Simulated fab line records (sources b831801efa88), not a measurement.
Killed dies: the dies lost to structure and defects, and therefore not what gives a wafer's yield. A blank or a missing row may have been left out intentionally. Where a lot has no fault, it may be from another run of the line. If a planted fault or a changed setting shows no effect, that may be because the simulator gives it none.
What tool caused it? | flow sfq line | 42 wafers from 14 lots sampled at 2 of the route's 325 steps

## WHAT THE GAUGES SHOWED, per wafer
SFQ_M1_RS_MEAS_909: uses a four-point probe to measure. Usual: for M1_NB_RS the level is 0.890 ohm/sq and the standard deviation is 0.0082.
lot  | measured     | on            | M1_NB_RS (ohm/sq) | flag
L207 | day 10 11:58 | film metro-03 | 0.877 0.877 0.876 |
L208 | day 11 00:55 | film metro-01 | 0.889 0.893 0.899 |
L209 | day 15 21:44 | film metro-02 | 0.885 0.892 0.889 |
L210 | day 16 17:37 | film metro-01 | 0.895 0.887 0.891 |
L211 | day 17 03:14 | film metro-01 | 0.884 0.884 0.884 |
L212 | day 17 14:20 | film metro-03 | 0.442 0.439 0.441 | OFF
L216 | day 19 06:24 | film metro-02 | 0.894 0.886 0.883 |
L217 | day 19 14:17 | film metro-03 | 0.444 0.446 0.445 | OFF
L222 | day 21 15:02 | film metro-02 | 0.901 0.898 0.902 |
L223 | day 21 17:29 | film metro-03 | 0.880 0.876 0.884 |
L224 | day 21 19:49 | film metro-01 | 0.874 0.879 0.882 |
L225 | day 21 21:02 | film metro-02 | 0.898 0.910 0.903 |
L228 | day 22 10:14 | film metro-02 | 0.891 0.882 0.888 |
L230 | day 22 14:01 | film metro-02 | 0.893 0.890 0.890 |

## WHICH TOOL RAN EACH LOT (tool, then ch and the chambers of the sampled wafers, then the start)
lot  | SFQ_TRILAYER_M1_DEP_SPUTTER_037
L207 | pvd sputter-06, day 10 11:52
L208 | pvd sputter-04, day 11 00:47
L209 | pvd sputter-04, day 15 21:36
L210 | pvd sputter-04, day 16 17:29
L211 | pvd sputter-04, day 17 03:08
L212 | pvd sputter-06, day 17 13:56
L216 | pvd sputter-03, day 19 06:19
L217 | pvd sputter-03, day 19 13:56
L222 | pvd sputter-03, day 21 14:56
L223 | pvd sputter-06, day 21 17:20
L224 | pvd sputter-04, day 21 19:44
L225 | pvd sputter-03, day 21 20:56
L228 | pvd sputter-04, day 22 10:09
L230 | pvd sputter-06, day 22 13:52
- SFQ_TRILAYER_M1_DEP_SPUTTER_037: material Nb, target thk 200 nm, time 133.3 s.

## WHAT THE TOOLS THEMSELVES READ (means of the sampled wafers that have a number; where no wafer has one, the mark that the record gives instead)
SFQ_TRILAYER_M1_DEP_SPUTTER_037. Usual: substrate temp c 20.01 C, standard deviation 0.11; throttle valve pct 29.6 %, standard deviation 1.1.
lot  | tool           | substrate temp c (C) | throttle valve pct (%) | flag
L207 | pvd sputter-06 | 19.94                | 28.7                   |
L208 | pvd sputter-04 | 20.04                | 29.5                   |
L209 | pvd sputter-04 | 20.01                | 29.6                   |
L210 | pvd sputter-04 | 19.90                | 29.6                   |
L211 | pvd sputter-04 | 20.12                | 29.9                   |
L212 | pvd sputter-06 | 20.04                | 29.7                   |
L216 | pvd sputter-03 | 20.02                | 30.4                   |
L217 | pvd sputter-03 | 20.04                | 30.4                   |
L222 | pvd sputter-03 | 20.07                | 31.0                   |
L223 | pvd sputter-06 | 20.01                | 28.4                   |
L224 | pvd sputter-04 | 20.04                | 29.9                   |
L225 | pvd sputter-03 | 20.04                | 29.7                   |
L228 | pvd sputter-04 | 20.11                | 29.6                   |
L230 | pvd sputter-06 | 20.05                | 29.8                   |

## THE ANSWER, worked out from the rows above alone
Rule: take the mean of a lot's wafers that have a number; if it is more than 3 standard deviations from the usual mean, the lot is off. A lot without any number at a reading at which 4 lots or more have one is off too. Where the step has rows for the other lots, those lots are counted as sound. After the gauges, taken in route order, come the tools' own readings; for these a lot's mean is taken, as printed above. At the first step where some lot is off, the reading lying furthest off is the one used; lots without a number count as furthest.
Off: L212, L217, seen at SFQ_M1_RS_MEAS_909 (M1_NB_RS).
A tool fits if, at a process step before that reading, it ran every lot that is off, and no sound lot after the first of them. Those tools and the gauges at SFQ_M1_RS_MEAS_909 are tried in the same way. No candidate that was tried fits.

## WHAT THE SIMULATOR PUT IN
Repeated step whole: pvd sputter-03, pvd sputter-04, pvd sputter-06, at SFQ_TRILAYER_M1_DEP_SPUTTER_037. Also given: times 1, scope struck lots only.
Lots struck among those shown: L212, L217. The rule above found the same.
